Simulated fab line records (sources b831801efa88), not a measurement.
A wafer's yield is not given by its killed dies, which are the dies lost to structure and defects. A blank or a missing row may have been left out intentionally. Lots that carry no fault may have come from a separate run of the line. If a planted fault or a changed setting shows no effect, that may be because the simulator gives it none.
The tool behind it: which one? -- flow sky130 -- Sampling: 24 lots, 72 wafers, 5 of 708 route steps

== WHAT THE GAUGES READ, wafer by wafer ==
SKY_SD_N_TW_MEAS_12. Usual: for SD_N_TW the level is 3952 and the standard deviation is 41.
lot,measured,on,SD_N_TW,flag
L076,day 29 06:42,film metro-04,3915 3907 3898,
L075,day 29 08:53,film metro-04,3911 3910 3916,
L074,day 29 09:25,film metro-04,3915 3923 3908,
L078,day 29 12:17,film metro-03,3963 3960 3958,
L079,day 29 13:23,film metro-01,3974 3975 3969,
L077,day 29 13:57,film metro-04,3898 3906 3890,
L080,day 30 02:20,film metro-01,4008 4010 3999,
L081,day 30 03:20,film metro-04,3894 3899 3891,
L083,day 30 21:44,film metro-04,3894 3884 3885,
L082,day 31 00:32,film metro-01,3977 3992 3998,
L085,day 32 03:44,film metro-04,3909 3931 3930,
L084,day 32 06:14,film metro-03,3976 3978 3988,
L087,day 32 11:58,film metro-04,3926 3949 3930,
L086,day 32 14:17,film metro-04,3950 3947 3939,
L089,day 33 02:26,film metro-01,4008 4001 3991,
L090,day 33 02:28,film metro-04,3946 3929 3954,
L088,day 33 05:59,film metro-01,4001 4000 4007,
L092,day 33 11:20,film metro-03,3985 3962 3954,
L091,day 33 14:45,film metro-04,3913 3900 3928,
L093,day 33 21:02,film metro-01,4003 4018 4021,
L095,day 35 00:37,film metro-04,3922 3920 3912,
L096,day 35 02:25,film metro-01,3985 3989 4003,
L094,day 35 02:35,film metro-01,4002 4006 3976,
L097,day 35 05:08,film metro-03,3988 3999 3999,

SKY_LI_CONTACT_CD_MEAS_12: target cd 170 nm. Usual: 170.0 nm for cd nm, sd 1.7.
lot,measured,on,cd nm (nm),flag
L076,day 30 11:23,cd sem-01,169.5 170.6 170.4,
L075,day 30 13:22,cd sem-01,167.5 169.5 167.4,
L074,day 30 14:10,cd sem-01,170.6 169.8 170.5,
L078,day 30 16:50,cd sem-02,168.6 168.6 168.8,
L079,day 30 17:50,cd sem-02,167.7 167.8 165.9,
L077,day 30 18:47,cd sem-02,169.1 168.4 169.1,
L080,day 31 06:32,cd sem-02,173.8 171.6 171.2,
L081,day 31 07:49,cd sem-01,169.2 169.6 168.2,
L083,day 32 02:40,cd sem-01,172.5 172.7 171.6,
L082,day 32 05:25,cd sem-01,170.2 169.2 170.4,
L085,day 33 08:01,cd sem-02,170.2 169.8 168.3,
L084,day 33 10:25,cd sem-01,167.9 169.3 168.7,
L087,day 33 15:48,cd sem-01,168.6 169.5 170.2,
L086,day 33 17:01,cd sem-01,168.4 168.1 167.1,
L089,day 34 06:01,cd sem-02,172.1 172.5 172.4,
L090,day 34 06:04,cd sem-01,170.1 170.2 170.7,
L088,day 34 09:04,cd sem-02,173.3 173.2 173.6,
L092,day 34 14:07,cd sem-02,172.2 172.2 170.1,
L091,day 34 18:08,cd sem-02,171.0 172.0 169.7,
L093,day 35 15:04,cd sem-02,170.5 169.4 169.7,
L095,day 36 00:25,cd sem-01,167.5 169.1 168.0,
L096,day 36 00:46,cd sem-01,168.6 167.0 168.7,
L094,day 36 01:02,cd sem-01,170.9 171.9 171.3,
L097,day 36 02:56,cd sem-01,169.8 170.4 171.4,

SKY_VIA2_BOW_MEAS_03. Usual: for VIA2_BOW the level is 86 um and the standard deviation is 6.8.
lot,measured,on,VIA2_BOW (um),flag
L076,day 37 01:16,film metro-01,79 81 93,
L075,day 37 02:02,film metro-02,78 79 82,
L074,day 37 02:11,film metro-02,86 88 93,
L078,day 37 02:25,film metro-03,78 89 94,
L079,day 37 02:34,film metro-01,72 79 76,
L077,day 37 02:52,film metro-01,97 88 85,
L080,day 37 03:01,film metro-03,81 76 89,
L081,day 37 03:09,film metro-01,76 87 92,
L083,day 38 01:50,film metro-01,79 93 80,
L082,day 38 03:11,film metro-01,86 82 88,
L085,day 39 05:40,film metro-02,91 92 97,
L084,day 39 05:48,film metro-02,76 92 91,
L087,day 39 06:18,film metro-02,77 80 102,
L086,day 39 10:24,film metro-01,86 85 92,
L089,day 40 06:22,film metro-02,86 93 78,
L090,day 40 06:40,film metro-02,85 80 79,
L088,day 40 08:10,film metro-01,83 81 88,
L092,day 40 09:58,film metro-02,98 80 86,
L091,day 40 10:53,film metro-02,79 77 73,
L093,day 41 06:05,film metro-01,92 94 88,
L095,day 41 14:32,film metro-01,77 83 88,
L096,day 41 15:34,film metro-02,98 88 100,
L094,day 41 16:16,film metro-03,85 84 78,
L097,day 41 17:24,film metro-02,90 96 92,

== WHICH TOOL RAN EACH LOT (tool, then ch and the chambers of the sampled wafers, then the start) ==
lot,SKY_POLY_CUT_STRIP_12,SKY_LOCAL_INTERCONNECT_STRIP_15
L076,"plasma asher-01 ch 0,1, day 25 16:42","plasma asher-03 ch 0,1, day 31 17:05"
L075,"plasma asher-04 ch 0,1, day 25 18:57","plasma asher-02 ch 0,1, day 31 18:18"
L074,"plasma asher-03 ch 0,1, day 25 19:21","plasma asher-01 ch 0,1, day 31 19:00"
L078,"plasma asher-03 ch 0, day 25 22:57","plasma asher-02 ch 0,1, day 31 21:08"
L079,"plasma asher-04 ch 0, day 26 00:06","plasma asher-03 ch 0,1, day 31 22:33"
L077,"plasma asher-04 ch 0,1, day 26 02:22","plasma asher-01 ch 0,1, day 31 22:59"
L080,"plasma asher-01 ch 1, day 26 14:00","plasma asher-02 ch 0,1, day 32 11:32"
L081,"plasma asher-04 ch 0,1, day 26 14:13","plasma asher-03 ch 0,1, day 32 13:05"
L083,"plasma asher-01 ch 0,1, day 27 09:06","plasma asher-01 ch 0,1, day 33 06:47"
L082,"plasma asher-01 ch 0,1, day 27 11:54","plasma asher-02 ch 0, day 33 10:36"
L085,"plasma asher-03 ch 0,1, day 28 16:24","plasma asher-01 ch 0,1, day 34 12:47"
L084,"plasma asher-04 ch 0,1, day 28 19:52","plasma asher-02 ch 0,1, day 34 13:56"
L087,"plasma asher-03 ch 0,1, day 29 01:17","plasma asher-03 ch 0,1, day 34 19:17"
L086,"plasma asher-04 ch 0,1, day 29 03:55","plasma asher-01 ch 0,1, day 34 20:32"
L089,"plasma asher-01 ch 0,1, day 29 16:19","plasma asher-01 ch 0,1, day 35 16:57"
L090,"plasma asher-03 ch 0,1, day 29 16:46","plasma asher-02 ch 0,1, day 35 17:05"
L088,"plasma asher-03 ch 0,1, day 29 19:46","plasma asher-03 ch 0,1, day 35 17:56"
L092,"plasma asher-03 ch 0,1, day 30 02:34","plasma asher-02 ch 0,1, day 35 19:38"
L091,"plasma asher-01 ch 0,1, day 30 05:20","plasma asher-03 ch 0,1, day 35 20:09"
L093,"plasma asher-03 ch 0,1, day 30 10:21","plasma asher-03 ch 0,1, day 36 18:57"
L095,"plasma asher-01 ch 0,1, day 31 16:23","plasma asher-03 ch 0,1, day 37 03:44"
L096,"plasma asher-01 ch 0,1, day 31 17:20","plasma asher-01 ch 0,1, day 37 04:19"
L094,"plasma asher-03 ch 0,1, day 31 17:25","plasma asher-01 ch 1, day 37 04:36"
L097,"plasma asher-01 ch 0,1, day 31 21:49","plasma asher-01 ch 0,1, day 37 06:41"
- SKY_POLY_CUT_STRIP_12: strips in O2/N2.
- SKY_LOCAL_INTERCONNECT_STRIP_15: strips in O2/N2.

== AS READ BY THE TOOLS THEMSELVES (means over the sampled wafers that have a number; for cases with no such wafer, the mark the record gives instead) ==
SKY_POLY_CUT_STRIP_12. Usual: chamber pressure mTorr 1499.9 mTorr, standard deviation 1.3; drypump motor current A 5.73 A, standard deviation 0.26; oes product au 0.452 a.u., standard deviation 0.0048; strip time to endpoint s 5.347 s, standard deviation 0.018.
lot,tool,chamber pressure mTorr (mTorr),drypump motor current A (A),oes product au (a.u.),strip time to endpoint s (s),flag
L076,plasma asher-01,1501.5,5.76,0.459,5.354,
L075,plasma asher-04,1498.9,5.72,0.458,5.354,
L074,plasma asher-03,1499.9,5.53,0.454,5.348,
L078,plasma asher-03,1499.8,6.01,0.455,5.345,
L079,plasma asher-04,1498.8,5.58,0.450,5.333,
L077,plasma asher-04,1500.1,5.87,0.453,5.346,
L080,plasma asher-01,1499.7,5.67,0.457,5.337,
L081,plasma asher-04,1500.6,5.73,0.457,5.346,
L083,plasma asher-01,1500.9,5.80,0.454,5.339,
L082,plasma asher-01,1499.1,5.73,0.448,5.325,
L085,plasma asher-03,1498.8,5.51,0.453,5.326,
L084,plasma asher-04,1500.3,5.71,0.449,5.343,
L087,plasma asher-03,1500.6,5.53,0.450,5.354,
L086,plasma asher-04,1498.7,5.86,0.452,5.330,
L089,plasma asher-01,1500.0,5.79,0.452,5.340,
L090,plasma asher-03,1499.7,5.51,0.452,5.356,
L088,plasma asher-03,1500.2,5.79,0.452,5.357,
L092,plasma asher-03,1500.4,5.51,0.458,5.394,
L091,plasma asher-01,1501.0,5.73,0.451,5.354,
L093,plasma asher-03,1499.4,5.75,0.451,5.357,
L095,plasma asher-01,1500.3,5.77,0.455,5.335,
L096,plasma asher-01,1500.3,5.77,0.454,5.352,
L094,plasma asher-03,1500.4,5.77,0.448,5.336,
L097,plasma asher-01,1500.6,5.79,0.453,5.368,

SKY_LOCAL_INTERCONNECT_STRIP_15. Usual: chamber pressure mTorr 1500.1 mTorr, standard deviation 1.2; drypump motor current A 5.7 A, standard deviation 0.32; oes product au 0.426 a.u., standard deviation 0.0043; strip time to endpoint s 4.716 s, standard deviation 0.023.
lot,tool,chamber pressure mTorr (mTorr),drypump motor current A (A),oes product au (a.u.),strip time to endpoint s (s),flag
L076,plasma asher-03,1500.1,5.8,0.424,4.691,
L075,plasma asher-02,1500.1,5.9,0.428,4.742,
L074,plasma asher-01,1499.4,5.8,0.423,4.713,
L078,plasma asher-02,1500.3,5.9,0.425,4.733,
L079,plasma asher-03,1498.8,5.6,0.425,4.695,
L077,plasma asher-01,1500.3,5.8,0.427,4.736,
L080,plasma asher-02,1498.7,5.9,0.431,4.726,
L081,plasma asher-03,1500.3,5.5,0.428,4.721,
L083,plasma asher-01,1500.3,5.7,0.427,4.737,
L082,plasma asher-02,1501.0,5.3,0.425,4.737,
L085,plasma asher-01,1500.6,5.7,0.424,4.715,
L084,plasma asher-02,1500.1,5.9,0.426,4.705,
L087,plasma asher-03,1500.3,5.8,0.426,4.686,
L086,plasma asher-01,1500.3,5.8,0.425,4.714,
L089,plasma asher-01,1500.7,5.8,0.427,4.742,
L090,plasma asher-02,1499.5,5.9,0.428,4.715,
L088,plasma asher-03,1500.0,5.5,0.421,4.713,
L092,plasma asher-02,1499.6,5.6,0.423,4.694,
L091,plasma asher-03,1501.1,5.8,0.427,4.719,
L093,plasma asher-03,1500.2,5.5,0.428,4.734,
L095,plasma asher-03,1499.7,5.8,0.427,4.698,
L096,plasma asher-01,1499.6,5.8,0.424,4.731,
L094,plasma asher-01,1499.7,5.7,0.432,4.734,
L097,plasma asher-01,1500.4,5.7,0.427,4.716,

== THE ANSWER, worked out from the rows above alone ==
Rule: a lot is off if the mean of its wafers that have a number lies more than 3 standard deviations from the usual mean. Also off: a lot with no number at a reading for which 4 or more lots have one. The other lots that the step has rows for count as sound. The gauges are gone through in route order, then the tools' own readings, and for those a lot's mean is taken as printed above. The first step at which some lot is off is used, and at that step the reading that is off furthest; a lot without a number counts as furthest.
None of the lots is off at any reading shown; this tells nothing.

== WHAT WAS PUT IN BY THE SIMULATOR ==
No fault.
